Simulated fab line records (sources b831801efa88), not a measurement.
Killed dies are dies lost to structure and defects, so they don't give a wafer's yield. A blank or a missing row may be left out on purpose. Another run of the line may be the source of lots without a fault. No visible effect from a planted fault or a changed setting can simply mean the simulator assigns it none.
Code-filled problem report in 8D (eight disciplines) form | flow sky130 | the parts of the form that need people (team, actions taken, sign-off) are left out

== 1. WHAT IS WRONG ==
Wafers free of any fault read 2583 (standard deviation 31) for LDD_N_TW at SKY_LDD_N_TW_MEAS_17, against a mean of 2891 on 6 wafers of 2 lots. That puts it +9.9 standard deviations away from the usual mean.
First observed at day 23 17:14: wafer L495.2, on film-metro-04. The record holds 33 wafers of 11 lots with a number at this step. The rule behind "out" and "out of limits": a value lying over 4 standard deviations away from the usual mean. Any other wafer with a number is counted as sound.

== 2. WHAT THIS IS AND IS NOT ==
question                    | is                     | is not
which readings at this step | LDD_N_TW               | -
which lots                  | L495, L497             | L483, L484, L487, L488, L491, L494, L500, L501, L502
which wafers of those lots  | all that have a number | -
read on which gauges        | film-metro-04          | film-metro-02, film-metro-03
when                        | from day 23 17:14      | up to then (18 sound wafers); but 9 sound wafers of L500, L501, L502 came after

== 3. THE SUSPECTS, EACH WITH WHAT RULES IT OUT ==
Counting: any tool at a process step up to the reading is kept as a suspect provided that every lot that is out went through it and no sound lot did after the first of them.
- the gauge at SKY_LDD_N_TW_MEAS_17 is ruled out. All the wafers that are out were read on film-metro-04, but those of them that SKY_LDD_N_IMPLANT_10 has rows for are out there too, on other tools.
- implanter-04 at SKY_LDD_N_IMPLANT_10: kept. It ran every lot that is out, first L495 (day 23 16:14), and no sound lot after that; its last sound lot up to then is L494 (day 23 08:19). Its own readings are out on those wafers: beam-on-s, dose-ions-cm2, faraday-current-uA.
Remaining after the count: implanter-04 at SKY_LDD_N_IMPLANT_10.

== 4. THE CAUSE (what the simulator had put in) ==
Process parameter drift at SKY_LDD_N_IMPLANT_10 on implanter-04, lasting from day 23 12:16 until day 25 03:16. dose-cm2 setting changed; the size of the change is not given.
Counting left only this tool.

== 5. THE EFFECT CHAIN, in route order ==
Each row: a reading whose mean over the struck wafers that have a number lies more than 3 standard deviations from the usual. Only readings for which the record gives a usual standard deviation are gone through. hours: the time from each lot's start at the first step in this table that gives one to its start at this step, as a median over the lots. sigmas: the change in usual standard deviations.
hours | step                 | reading                  | usual   | on struck wafers | change   | sigmas
0     | SKY_LDD_N_IMPLANT_10 | beam-on-s                | 10.00 s | 41.38            | +31.38   | +99 or more
0     | SKY_LDD_N_IMPLANT_10 | dose-ions-cm2            | 7.5e+13 | 4.0e+14          | +3.2e+14 | +99 or more
0     | SKY_LDD_N_IMPLANT_10 | faraday-current-uA       | 423     | 544              | +121     | +14
1     | SKY_LDD_N_STRIP_16   | strip-time-to-endpoint-s | 4.311 s | 5.109            | +0.798   | +50
1     | SKY_LDD_N_TW_MEAS_17 | LDD_N_TW                 | 2583    | 2891             | +308     | +9.9
The process steps in it:
- SKY_LDD_N_IMPLANT_10
- SKY_LDD_N_STRIP_16: strips in O2/N2.

== 6. WHAT WOULD HAVE CAUGHT IT SOONER ==
In this record the first reading out of limits at a measuring or inspecting step was taken at day 23 17:14, 5 hours after the fault began at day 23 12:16.
At SKY_LDD_N_IMPLANT_10, the tool's own readings (beam-on-s, dose-ions-cm2, faraday-current-uA) were out on each struck wafer the step has a row for, so an alarm limit on them would have fired on the first such wafer.
L497, from the lots that are out (2), started SKY_LDD_N_IMPLANT_10 on implanter-04 later than day 23 17:14. Putting the tool on hold at that point would have spared it.
